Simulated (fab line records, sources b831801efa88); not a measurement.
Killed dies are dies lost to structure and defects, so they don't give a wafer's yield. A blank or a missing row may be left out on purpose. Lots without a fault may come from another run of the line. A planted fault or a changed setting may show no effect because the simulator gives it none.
Chamber matching | flow gf180mcu | GF_STI_ETCH_13 on rie_diel-03: 4 sister chambers
The step etches the open film in CHF3/O2, stops on Si, target depth 282.31 nm, time 112.9 s. 4 wafers are shown with their chamber, then 9 later ones without.

WAFERS WITH THEIR CHAMBER
wafer  | chamber | drypump_motor_current_A (A)
L491.1 | 1       | 5.1
L492.1 | 2       | 5.3
L492.2 | 0       | 5.3
L492.4 | 3       | 5.4

WAFERS WITHOUT THEIR CHAMBER
wafer  | drypump_motor_current_A (A)
L496.1 | 5.3
L496.2 | 5.3
L496.4 | 5.4
L498.1 | 5.3
L498.2 | 5.1
L498.6 | 5.2
L500.1 | 5.1
L500.3 | 5.3
L500.4 | 5.4

WHICH CHAMBER EACH WENT THROUGH
wafer  | from the rows above          | in truth
L496.1 | can't be placed: 0 or 2      | 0
L496.2 | can't be placed: 0 or 2      | 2
L496.4 | 3                            | 3
L498.1 | can't be placed: 0 or 2      | 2
L498.2 | 1                            | 1
L498.6 | can't be placed: 0 or 2 or 1 | 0
L500.1 | 1                            | 1
L500.3 | can't be placed: 0 or 2      | 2
L500.4 | 3                            | 3
Placed correctly: 4 of 9. Can't be placed from these rows: 5 (the true chamber is among the candidates in 5). Placed wrongly: 0.
How it was worked out, from the rows above alone: a wafer's distance from a chamber is the root of the sum, over the readings, of the square of ((its reading less the chamber's mean) divided by the reading's scatter). The wafer belongs to the nearest chamber; if the next one is less than 2 further off, it can't be placed. A chamber's mean is the mean of its shown wafers. The scatter: with one shown wafer a chamber, the root of the mean of the squares of how far each hidden wafer lies from its nearest shown one.
